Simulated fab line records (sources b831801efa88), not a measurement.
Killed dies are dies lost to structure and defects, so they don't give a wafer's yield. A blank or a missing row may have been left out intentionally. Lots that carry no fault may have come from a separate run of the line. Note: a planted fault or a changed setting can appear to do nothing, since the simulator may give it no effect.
What tool caused it? / flow sky130 / 33 wafers from 11 lots sampled at 3 of the route's 708 steps

WHAT EACH GAUGE READ, for each wafer
SKY_VT_ADJUST_PCH_TW_MEAS_10.
lot=L479; measured=day 11 00:20; on=film_metro-04; VT_ADJUST_PCH_TW=143.4 143.3 143.6
lot=L480; measured=day 11 05:02; on=film_metro-02; VT_ADJUST_PCH_TW=141.5 142.5 142.2
lot=L481; measured=day 11 15:35; on=film_metro-04; VT_ADJUST_PCH_TW=143.3 143.4 143.6
lot=L483; measured=day 12 09:50; on=film_metro-04; VT_ADJUST_PCH_TW=143.4 143.8 143.4
lot=L484; measured=day 12 15:00; on=film_metro-04; VT_ADJUST_PCH_TW=143.7 142.9 143.2
lot=L485; measured=day 12 20:32; on=film_metro-02; VT_ADJUST_PCH_TW=142.8 142.2 142.9
lot=L487; measured=day 13 15:31; on=film_metro-02; VT_ADJUST_PCH_TW=142.7 142.7 143.1
lot=L488; measured=day 13 21:26; on=film_metro-04; VT_ADJUST_PCH_TW=144.6 144.5 143.9
lot=L489; measured=day 14 05:05; on=film_metro-03; VT_ADJUST_PCH_TW=144.9 145.5 144.4
lot=L496; measured=day 16 14:47; on=film_metro-03; VT_ADJUST_PCH_TW=144.6 144.8 144.8
lot=L497; measured=day 16 16:20; on=film_metro-04; VT_ADJUST_PCH_TW=142.8 143.4 143.8

SKY_GATE_OXIDE_TW_MEAS_14.
lot=L479; measured=day 14 10:41; on=film_metro-02; GATE_OXIDE_TW=223.6 222.4 223.9
lot=L480; measured=day 14 15:45; on=film_metro-04; GATE_OXIDE_TW=226.5 226.1 225.5
lot=L481; measured=day 15 06:37; on=film_metro-01; GATE_OXIDE_TW=227.8 228.7 228.5
lot=L483; measured=day 16 02:39; on=film_metro-01; GATE_OXIDE_TW=227.8 227.6 226.7
lot=L484; measured=day 16 07:37; on=film_metro-04; GATE_OXIDE_TW=225.7 226.2 226.8
lot=L485; measured=day 16 11:44; on=film_metro-01; GATE_OXIDE_TW=228.1 228.4 226.0
lot=L487; measured=day 17 13:43; on=film_metro-04; GATE_OXIDE_TW=224.4 224.9 225.9
lot=L488; measured=day 17 16:10; on=film_metro-02; GATE_OXIDE_TW=223.4 223.0 223.9
lot=L489; measured=day 18 00:47; on=film_metro-02; GATE_OXIDE_TW=222.2 223.4 222.4
lot=L496; measured=day 20 19:51; on=film_metro-04; GATE_OXIDE_TW=225.3 225.6 226.3
lot=L497; measured=day 20 19:17; on=film_metro-01; GATE_OXIDE_TW=228.0 228.6 227.8

SKY_SD_P_CD_MEAS_07: target cd 380 nm.
lot=L479; measured=day 26 00:00; on=cd_sem-01; cd_nm (nm)=380.4 381.2 382.7
lot=L480; measured=day 26 03:16; on=cd_sem-02; cd_nm (nm)=377.5 378.3 380.3
lot=L481; measured=day 26 20:32; on=cd_sem-01; cd_nm (nm)=379.8 381.2 379.4
lot=L483; measured=day 27 18:19; on=cd_sem-01; cd_nm (nm)=379.6 379.1 379.7
lot=L484; measured=day 28 02:03; on=cd_sem-02; cd_nm (nm)=377.7 378.6 378.3
lot=L485; measured=day 28 05:04; on=cd_sem-01; cd_nm (nm)=380.7 381.2 380.3
lot=L487; measured=day 29 04:40; on=cd_sem-02; cd_nm (nm)=379.8 379.9 379.4
lot=L488; measured=day 29 10:37; on=cd_sem-02; cd_nm (nm)=384.5 383.6 383.3
lot=L489; measured=day 29 16:40; on=cd_sem-01; cd_nm (nm)=376.6 374.8 375.6
lot=L496; measured=day 32 06:07; on=cd_sem-02; cd_nm (nm)=374.5 376.8 374.6
lot=L497; measured=day 32 02:40; on=cd_sem-01; cd_nm (nm)=377.3 379.7 378.2

TOOL THAT RAN EACH LOT (tool first, then ch and the chambers of the sampled wafers, then the start)
Before these readings, the record contains no process step.

WHAT THE TOOLS THEMSELVES READ (means of the sampled wafers that have a number; where no wafer has one, the mark that the record gives instead)
The record holds no such reading with a usual standard deviation.

THE ANSWER, worked out from the rows above alone
Rule: usual is defined by the lots themselves. Put in order of their means at a reading, lots are off if they are a third of the lots or fewer, leave a main group of 4 or more, and stand apart from it by a gap of 3 or more times the standard deviation of the main group's means; of several such gaps the widest counts. The tables above print the reading to a certain number of digits; a main group whose means all agree to those digits is not used. A lot without any number at a reading at which 4 lots or more have one is off too. All remaining lots with rows at the step are treated as sound. After the gauges, taken in route order, come the tools' own readings; for these a lot's mean is taken, as printed above. The first step at which some lot is off is used, and at that step the reading that is off furthest; a lot without a number counts as furthest.
None of the lots is off at any reading shown; this tells nothing.

WHAT THE SIMULATOR PUT IN
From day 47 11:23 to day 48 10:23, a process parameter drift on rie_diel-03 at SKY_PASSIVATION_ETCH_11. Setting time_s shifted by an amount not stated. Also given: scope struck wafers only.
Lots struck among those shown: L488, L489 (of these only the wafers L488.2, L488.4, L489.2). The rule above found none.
